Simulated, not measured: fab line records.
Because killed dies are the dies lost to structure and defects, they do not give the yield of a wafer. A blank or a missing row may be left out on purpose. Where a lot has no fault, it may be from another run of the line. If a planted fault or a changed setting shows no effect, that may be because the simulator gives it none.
Comparing a struck lot with a sound one ; flow sky130 ; 21 steps out of a route of 708
Sound: the wafers L401.1, L401.4, L401.5. Wafers struck: L405.2, L405.4, L405.6. Last of all comes the cause.
Each step with rows lists, per side, the tool, then ch with its chambers, then its first start. Under that, the readings that differ: sound wafers ; struck wafers ; difference of the means ; sigmas: that difference in standard deviations of wafers without a fault.
alike: readings with means less than 2 such deviations apart, plus words and numbers identical on both sides. not compared: withheld readings, readings lacking a value on some wafer, bounds such as >300 that could conceal the same value, and numbers that have no deviation in the record and whose values overlap.
The two part at a step that has a row with sigmas, a row that says differs or no value, or rows on one side only. Numbers that have no deviation but don't overlap get no sigmas and don't part them. Lack of a reading on every wafer of one side parts them only where that side has two or more wafers.

first, 1 step without rows for these wafers: SKY_RES_XHIGH_IMPLANT_07.
SKY_RES_XHIGH_STRIP_08: strips in O2/N2.
  sound on plasma asher-04 ch 1, day 31 08:40; struck on plasma asher-04 ch 0,1, day 32 08:27
  alike: drypump motor current A, oes product au, strip time to endpoint s
  not compared: rf hours counter h
SKY_RES_XHIGH_TW_MEAS_09:
  sound on film metro-02, day 31 08:46; struck on film metro-01, day 32 08:34
  alike: RES_XHIGH_TW
then, 7 steps without rows for these wafers: SKY_SD_N_DEHYDRATE_00 (time 60 s); SKY_SD_N_HMDS_01 (prime time 60 s); SKY_SD_N_COAT_02 (resist thk 1140 nm); SKY_SD_N_SOFTBAKE_03 (time 60 s); SKY_SD_N_EXPOSE_04 (exposes mask NSDM, target cd 380 nm); SKY_SD_N_PEB_05; SKY_SD_N_DEVELOP_06 (develop time 60 s).
SKY_SD_N_CD_MEAS_07: the cd target is 380 nm.
  sound on cd sem-01, day 32 12:34; struck on cd sem-02, day 33 11:01
  alike: cd nm
SKY_SD_N_OVL_MEAS_08:
  sound on overlay-02, day 32 12:41; struck on overlay-02, day 33 11:07
  alike: SD_N_OVL
SKY_SD_N_IMPLANT_09:
  sound on implanter-02 ch 0, day 32 12:43; struck on implanter-03 ch 0, day 33 11:29
following that, these wafers have no rows for 1 step: SKY_SD_N_IMPLANT_10.
SKY_SD_N_STRIP_11: strips in O2/N2.
  sound on plasma asher-02 ch 1, day 32 13:01; struck on plasma asher-01 ch 0,1, day 33 11:46
reading;sound;struck;difference;sigmas
oes product au (a.u.);0.532 0.532 0.526;0.509 0.512 0.507;-0.021;-5
strip time to endpoint s (s);22.52 22.48 22.55;23.81 23.78 23.76;+1.27;+27
  alike: drypump motor current A
  not compared: rf hours counter h
SKY_SD_N_TW_MEAS_12:
  sound on film metro-01, day 32 13:07; struck on film metro-01, day 33 11:53
reading;sound;struck;difference;sigmas
SD_N_TW;4024 4011 3984;4073 4064 4063;+60;+2
then, 1 step without rows for these wafers: SKY_SD_N_CLEAN_13 (cleans in SC1/SC2, time 150 s).
SKY_SD_N_RTA_14: time 2 s.
  sound on rtp anneal-02 ch 0, day 32 13:14; struck on rtp anneal-02 ch 0, day 33 11:59
  alike: lamp power pct, wafer_temp_C_max
SKY_SD_N_RS_MEAS_16: a four-point-probe measurement.
  sound on film metro-03, day 32 13:27; struck on film metro-03, day 33 12:28
reading;sound;struck;difference;sigmas
SD_N_RS (ohm/sq);68.48 68.56 68.36;63.67 63.68 63.64;-4.80;-44
SKY_SD_N_RS_MEAS_17: a four-point-probe measurement.
  sound on film metro-03, day 32 13:34; struck on film metro-03, day 33 16:37
  alike: SD_P_RS
-- record jumps: 16 days separate the struck wafers' starts on either side; left off in module SD_N, taken up again in module PAD_OPEN, whose first shown step is the route's number 708 --
SKY_PAD_OPEN_PROBE_99:
  sound on prober-01, day 49 03:02; struck on prober-01, day 49 16:35
reading;sound;struck;difference;sigmas
killed at other;0 0 0;2 2 1;+2;+3
model.etest.res ndiff.line ohm um;745.7 765.4 755.7;661 656.2 650.6;-100;
model.etest.sonos uncharged.r on ohm um;796.2 807.5 805.8;761.2 742.6 766.2;-46.5;
model.etest.licon ndiff.rc ohm;176.4 187 179.9;148.9 151.8 157;-28.5;
  alike: killed_at_M0_to_M3, killed_at_M4_up, killed at contacts, killed at front end, killed dies, killed on rim, killed open, killed short
  not compared: model.etest.nfet g5v0d10v5.r on ohm um, model.etest.nfet_01v8.r on ohm um, model.etest.nfet_01v8_lvt.drive ua um, model.etest.sram nfet pass.drive ua um, model.etest.nfet_01v8.drive ua um

## WHERE THEY PART
First at SKY_SD_N_STRIP_11; last, within this record, at SKY_PAD_OPEN_PROBE_99.

WHY: the cause the simulator had injected
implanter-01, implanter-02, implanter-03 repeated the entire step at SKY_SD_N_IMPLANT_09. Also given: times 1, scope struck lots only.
